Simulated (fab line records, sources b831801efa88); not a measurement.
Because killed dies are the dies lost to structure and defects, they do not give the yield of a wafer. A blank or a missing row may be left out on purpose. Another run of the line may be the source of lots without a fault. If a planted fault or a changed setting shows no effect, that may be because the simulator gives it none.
Which tool was responsible?	flow sky130	Sampling: 14 lots, 42 wafers, 5 of 708 route steps

WHAT THE GAUGES READ, wafer by wafer
SKY_LDD_HVN_OVL_MEAS_07. Usual: LDD_HVN_OVL -1.1 nm, standard deviation 1.5.
lot	measured	on	LDD_HVN_OVL (nm)	flag
L105	day 20 07:58	overlay-01	-3.5 -0.4 -0.9	
L106	day 20 13:34	overlay-02	0.0 -0.3 -0.1	
L107	day 21 04:02	overlay-02	-4.1 -3.1 -4.7	
L108	day 21 09:26	overlay-02	-0.7 -0.5 -2.3	
L109	day 21 21:07	overlay-02	-0.4 -0.5 -1.8	
L118	day 24 19:34	overlay-01	0.2 -0.8 -0.2	
L119	day 25 05:52	overlay-01	-1.0 -0.2 1.1	
L121	day 27 08:19	overlay-02	-0.2 -1.6 -0.3	
L123	day 27 09:43	overlay-02	-1.8 -1.2 -0.7	
L122	day 27 10:22	overlay-02	1.1 0.8 2.3	
L124	day 27 10:37	overlay-02	-1.3 -0.8 -2.0	
L125	day 27 11:22	overlay-02	-1.9 0.1 -2.5	
L127	day 28 01:08	overlay-02	-2.7 -0.6 -0.5	
L128	day 28 09:07	overlay-02	-3.9 -3.7 -4.0	

SKY_LDD_LDN_TW_MEAS_13. Usual: LDD_LDN_TW 1496, standard deviation 20.
lot	measured	on	LDD_LDN_TW	flag
L105	day 22 20:26	film_metro-03	1508 1506 1511	
L106	day 23 02:31	film_metro-04	1449 1440 1447	
L107	day 23 17:01	film_metro-03	1507 1498 1508	
L108	day 23 22:31	film_metro-03	1508 1505 1502	
L109	day 24 10:11	film_metro-02	1507 1502 1501	
L118	day 27 07:17	film_metro-03	1383 1382 1383	OFF
L119	day 27 16:38	film_metro-02	1362 1371 1368	OFF
L121	day 29 17:35	film_metro-03	1496 1500 1499	
L123	day 29 18:52	film_metro-03	1500 1508 1496	
L122	day 29 19:29	film_metro-02	1489 1489 1496	
L124	day 29 19:45	film_metro-03	1498 1508 1502	
L125	day 29 21:20	film_metro-02	1500 1500 1495	
L127	day 30 09:23	film_metro-02	1502 1499 1498	
L128	day 30 17:39	film_metro-02	1501 1507 1504	

SKY_SPACER_THK_MEAS_01. Usual: SPACER_CVD_00_THK 42.9 nm, standard deviation 0.41.
lot	measured	on	SPACER_CVD_00_THK (nm)	flag
L105	day 22 22:39	film_metro-03	42.6 42.3 42.0	
L106	day 23 03:50	film_metro-03	43.1 43.0 42.9	
L107	day 23 18:20	film_metro-04	43.0 42.9 42.8	
L108	day 24 00:57	film_metro-04	43.0 43.3 43.3	
L109	day 24 11:45	film_metro-03	43.3 43.3 43.4	
L121	day 29 18:54	film_metro-03	43.3 43.6 43.0	
L123	day 29 20:11	film_metro-01	42.9 42.6 42.7	
L122	day 29 21:22	film_metro-01	42.7 42.3 42.5	
L124	day 29 21:23	film_metro-04	42.9 43.0 42.6	
L125	day 29 22:39	film_metro-03	43.8 43.3 43.1	
L127	day 30 10:41	film_metro-03	43.2 43.2 43.0	
L128	day 30 19:02	film_metro-03	42.8 43.0 43.0	

EACH LOT AND THE TOOL THAT RAN IT (in order: tool; ch and the chambers of the sampled wafers; start)
lot	SKY_LDD_LDN_IMPLANT_09	SKY_LDD_LDN_STRIP_12
L105	implanter-03 ch 0, day 22 19:53	plasma_asher-04 ch 0,1, day 22 20:20
L106	implanter-02 ch 0, day 23 01:59	plasma_asher-01 ch 0,1, day 23 02:25
L107	implanter-03 ch 0, day 23 16:30	plasma_asher-01 ch 0,1, day 23 16:56
L108	implanter-04 ch 0, day 23 22:00	plasma_asher-04 ch 0,1, day 23 22:26
L109	implanter-04 ch 0, day 24 09:38	plasma_asher-03 ch 0,1, day 24 10:05
L118	implanter-03, day 27 06:44	plasma_asher-04 ch 0,1, day 27 07:11
L119	implanter-04, day 27 16:05	plasma_asher-03 ch 0,1, day 27 16:32
L121	implanter-04 ch 0, day 29 17:02	plasma_asher-04 ch 0,1, day 29 17:29
L123	implanter-03 ch 0, day 29 18:22	plasma_asher-04 ch 0,1, day 29 18:46
L122	implanter-04 ch 0, day 29 18:56	plasma_asher-04 ch 0,1, day 29 19:23
L124	implanter-03 ch 0, day 29 19:13	plasma_asher-03 ch 0,1, day 29 19:38
L125	implanter-04 ch 0, day 29 19:32	plasma_asher-04 ch 0,1, day 29 21:14
L127	implanter-03 ch 0, day 30 08:52	plasma_asher-03 ch 0,1, day 30 09:17
L128	implanter-04 ch 0, day 30 17:07	plasma_asher-04 ch 0,1, day 30 17:32
- SKY_LDD_LDN_IMPLANT_09
- SKY_LDD_LDN_STRIP_12: strips in O2/N2.

WHAT THE TOOLS THEMSELVES READ (means of the sampled wafers that have a number; where no wafer has one, the mark that the record gives instead)
SKY_LDD_LDN_IMPLANT_09. Usual: beam_energy_keV 14.999, standard deviation 0.0043; beam_on_s 10.02 s, standard deviation 0.21.
lot	tool	beam_energy_keV	beam_on_s (s)	flag
L105	implanter-03	14.993	10.02	
L106	implanter-02	15.000	9.79	
L107	implanter-03	15.000	10.37	
L108	implanter-04	14.999	10.30	
L109	implanter-04	15.000	10.23	
L118	implanter-03	-	-	OFF
L119	implanter-04	-	-	OFF
L121	implanter-04	14.999	10.10	
L123	implanter-03	15.001	10.13	
L122	implanter-04	15.003	9.99	
L124	implanter-03	14.999	10.02	
L125	implanter-04	15.002	9.95	
L127	implanter-03	14.996	9.94	
L128	implanter-04	14.998	9.86	

SKY_LDD_LDN_STRIP_12. Usual: drypump_motor_current_A 5.87 A, standard deviation 0.3; oes_product_au 0.715 a.u., standard deviation 0.0042; strip_time_to_endpoint_s 14.17 s, standard deviation 0.036.
lot	tool	drypump_motor_current_A (A)	oes_product_au (a.u.)	strip_time_to_endpoint_s (s)	flag
L105	plasma_asher-04	5.92	0.715	14.13	
L106	plasma_asher-01	5.42	0.716	14.17	
L107	plasma_asher-01	5.38	0.712	14.15	
L108	plasma_asher-04	5.90	0.717	14.18	
L109	plasma_asher-03	6.16	0.717	14.14	
L118	plasma_asher-04	5.82	0.716	14.21	
L119	plasma_asher-03	6.19	0.719	14.22	
L121	plasma_asher-04	5.84	0.715	14.14	
L123	plasma_asher-04	5.92	0.712	14.19	
L122	plasma_asher-04	5.91	0.711	14.20	
L124	plasma_asher-03	6.16	0.716	14.16	
L125	plasma_asher-04	5.83	0.716	14.22	
L127	plasma_asher-03	6.18	0.716	14.16	
L128	plasma_asher-04	5.91	0.717	14.19	

THE ANSWER, worked out from the rows above alone
Rule: take the mean of a lot's wafers that have a number; if it is more than 3 standard deviations from the usual mean, the lot is off. Also off: a lot with no number at a reading for which 4 or more lots have one. Any other lot the step has rows for is counted as sound. The gauges are gone through in route order, then the tools' own readings, and for those a lot's mean is taken as printed above. The first step at which some lot is off is used, and at that step the reading that is off furthest; a lot without a number counts as furthest.
Off: at SKY_LDD_LDN_TW_MEAS_13 (LDD_LDN_TW), L118, L119.
A tool fits if, at a process step before that reading, it ran every lot that is off, and no sound lot after the first of them. Not tried: the gauges at SKY_LDD_LDN_TW_MEAS_13; whatever is off there is also off at SKY_LDD_LDN_IMPLANT_09, on other tools, and gauge error can't account for it. No candidate that was tried fits.

WHAT THE SIMULATOR PUT IN
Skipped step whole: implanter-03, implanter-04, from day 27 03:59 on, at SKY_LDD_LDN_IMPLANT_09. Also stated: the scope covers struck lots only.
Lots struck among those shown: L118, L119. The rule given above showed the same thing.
